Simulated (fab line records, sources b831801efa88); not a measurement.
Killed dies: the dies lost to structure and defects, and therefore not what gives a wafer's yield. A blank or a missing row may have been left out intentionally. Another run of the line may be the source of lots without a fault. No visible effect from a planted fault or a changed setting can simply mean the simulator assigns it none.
The tool behind it: which one?    flow gf180mcu    Sampling: 12 lots, 36 wafers, 3 of 602 route steps

## WHAT THE GAUGES SHOWED, per wafer
GF_DUAL_GATE_THK_MEAS_03.
lot   measured      on             DUAL_GATE_OXIDATION_00_THK (nm)
L727  day 8 04:21   film-metro-03  10.80 10.92 10.94
L728  day 8 11:20   film-metro-02  10.62 10.67 10.57
L729  day 8 18:07   film-metro-01  10.88 11.07 10.95
L730  day 8 21:40   film-metro-02  11.13 10.95 11.04
L732  day 9 07:52   film-metro-01  11.08 11.09 11.02
L734  day 10 00:12  film-metro-03  9.78 9.77 9.84
L735  day 10 12:01  film-metro-03  10.91 10.81 10.85
L736  day 10 13:22  film-metro-01  9.61 9.58 9.70
L745  day 13 01:55  film-metro-03  10.78 10.93 10.91
L746  day 13 07:17  film-metro-02  10.90 10.89 11.01
L747  day 13 15:00  film-metro-03  11.21 11.09 11.02
L749  day 14 03:08  film-metro-02  11.03 11.02 11.08

GF_V2_CD_MEAS_14: the cd target is 260 nm.
lot   measured      on         cd-nm (nm)
L727  day 21 00:20  cd-sem-02  260.7 262.5 262.0
L728  day 21 12:14  cd-sem-01  260.1 261.5 260.7
L729  day 21 18:45  cd-sem-02  261.0 262.1 261.6
L730  day 21 23:41  cd-sem-01  259.0 259.7 260.5
L732  day 22 15:37  cd-sem-01  261.7 260.4 260.9
L734  day 23 11:19  cd-sem-01  257.4 259.5 258.9
L735  day 24 05:38  cd-sem-01  259.1 260.5 260.1
L736  day 24 07:51  cd-sem-02  260.4 259.6 260.3
L745  day 27 02:16  cd-sem-02  258.5 258.2 258.5
L746  day 27 04:31  cd-sem-02  259.0 259.6 259.6
L747  day 27 11:32  cd-sem-01  259.9 261.4 260.8
L749  day 27 23:38  cd-sem-02  258.5 259.4 259.4

## EACH LOT AND THE TOOL THAT RAN IT (in order: tool; ch and the chambers of the sampled wafers; start)
lot   GF_DUAL_GATE_OXIDATION_02
L727  furnace-01 ch 0, day 8 02:55
L728  furnace-01 ch 0, day 8 09:53
L729  furnace-02 ch 0, day 8 16:40
L730  furnace-02 ch 0, day 8 20:13
L732  furnace-01 ch 0, day 9 06:26
L734  furnace-02 ch 0, day 9 22:44
L735  furnace-01 ch 0, day 10 10:34
L736  furnace-02 ch 0, day 10 11:55
L745  furnace-02 ch 0, day 13 00:28
L746  furnace-02 ch 0, day 13 05:50
L747  furnace-02 ch 0, day 13 13:34
L749  furnace-02 ch 0, day 14 01:41
- GF_DUAL_GATE_OXIDATION_02: stabilise 600 s, purge 300 s, target thk 10.887 nm.

## AS READ BY THE TOOLS THEMSELVES (means over the sampled wafers that have a number; for cases with no such wafer, the mark the record gives instead)
GF_DUAL_GATE_OXIDATION_02.
lot   tool        spike-tc-bottom-C (C)  spike-tc-centre-C (C)  spike-tc-lower-C (C)  spike-tc-top-C (C)  spike-tc-upper-C (C)  tube-center-temp-C (C)  tube_center_temp_C_max
L727  furnace-01  914.7                  901.5                  899.3                 913.9               898.5                 900.02                  902.4
L728  furnace-01  914.5                  901.3                  899.8                 912.4               898.5                 900.06                  902.1
L729  furnace-02  917.1                  900.4                  900.1                 911.9               901.8                 900.04                  902.4
L730  furnace-02  917.2                  902.3                  900.4                 912.2               901.7                 900.00                  902.1
L732  furnace-01  916.2                  901.5                  899.5                 913.4               898.3                 900.02                  902.4
L734  furnace-02  908.3                  892.2                  892.6                 903.6               892.6                 891.47                  893.8
L735  furnace-01  914.8                  901.8                  899.7                 912.8               898.6                 900.03                  902.1
L736  furnace-02  909.1                  892.5                  893.0                 903.0               893.2                 891.40                  893.7
L745  furnace-02  916.3                  900.8                  901.2                 911.4               901.5                 899.97                  902.5
L746  furnace-02  916.0                  901.0                  900.2                 912.2               900.6                 900.03                  903.0
L747  furnace-02  916.6                  901.8                  900.8                 912.4               900.9                 900.09                  902.4
L749  furnace-02  916.9                  902.4                  900.8                 911.5               901.2                 900.02                  902.4

## THE ANSWER, worked out from the rows above alone
Rule: the usual values come from the lots themselves. Put in order of their means at a reading, lots are off if they are a third of the lots or fewer, leave a main group of 4 or more, and stand apart from it by a gap of 3 or more times the standard deviation of the main group's means; of several such gaps the widest counts. A main group is skipped when, at the precision printed for the reading in the tables above, its means are all equal. Also off: a lot with no number at a reading for which 4 or more lots have one. The other lots that the step has rows for count as sound. First the gauges in route order, then the tools' own readings, where a lot's mean is used as printed above. At the first step where some lot is off, the reading lying furthest off is the one used; lots without a number count as furthest.
Off: at GF_DUAL_GATE_THK_MEAS_03 (DUAL_GATE_OXIDATION_00_THK), L734, L736. For the main group the mean is 10.94 nm and the standard deviation 0.13.
A tool fits if, at a process step before that reading, it ran every lot that is off, and no sound lot after the first of them. The gauges at GF_DUAL_GATE_THK_MEAS_03 aren't tried: what is off there is off at GF_DUAL_GATE_OXIDATION_02 too, on other tools, and a gauge's error can't cause that. No candidate that was tried fits.

## WHAT THE SIMULATOR HAD PUT IN
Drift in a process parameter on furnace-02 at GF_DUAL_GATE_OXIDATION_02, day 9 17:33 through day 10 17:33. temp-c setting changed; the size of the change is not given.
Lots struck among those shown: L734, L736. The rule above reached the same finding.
